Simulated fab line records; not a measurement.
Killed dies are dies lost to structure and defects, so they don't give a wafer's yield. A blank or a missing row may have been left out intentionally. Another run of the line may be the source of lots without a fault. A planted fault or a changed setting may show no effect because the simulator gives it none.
Chamber matching    flow gf180mcu    GF_V3_CMP_26 on cmp-01: 4 sister chambers
The step polishes, stops on SiO2, t overpolish 15 s, target thk 0 nm. 4 wafers are shown with their chamber, then 8 later ones without.

== WAFERS WITH THEIR CHAMBER ==
wafer   chamber  motorCurrentA (A)
L343.6  2        10.3
L344.2  1        9.5
L344.5  3        10.8
L346.2  0        10.2

== WAFERS MISSING THEIR CHAMBER ==
wafer   motorCurrentA (A)
L346.4  10.1
L346.5  10.5
L354.1  9.9
L354.3  8.9
L354.6  10.1
L356.1  10.5
L356.4  8.8
L356.6  11.3

== THE CHAMBER EACH PASSED THROUGH ==
wafer   from the rows above                in truth
L346.4  can't be placed: 0 or 2 or 1 or 3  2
L346.5  can't be placed: 2 or 0 or 3 or 1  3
L354.1  can't be placed: 0 or 1 or 2 or 3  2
L354.3  can't be placed: 1 or 0 or 2       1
L354.6  can't be placed: 0 or 2 or 1 or 3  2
L356.1  can't be placed: 2 or 0 or 3 or 1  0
L356.4  can't be placed: 1 or 0 or 2       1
L356.6  can't be placed: 3 or 2 or 0       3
Placed correctly: 0 of 8. Can't be placed from these rows: 8 (the true chamber is among the candidates in 8). Placed wrongly: 0.
How it was worked out, from the rows above alone: a wafer's distance from a chamber is the root of the sum, over the readings, of the square of ((its reading less the chamber's mean) divided by the reading's scatter). If the next closest chamber is less than 2 further off than the closest, the wafer can't be placed; otherwise it belongs to the closest. Each chamber's mean is taken over the wafers shown for it. The scatter (one wafer shown for each chamber): square how far every hidden wafer sits from the nearest shown wafer, average those squares and take the square root.
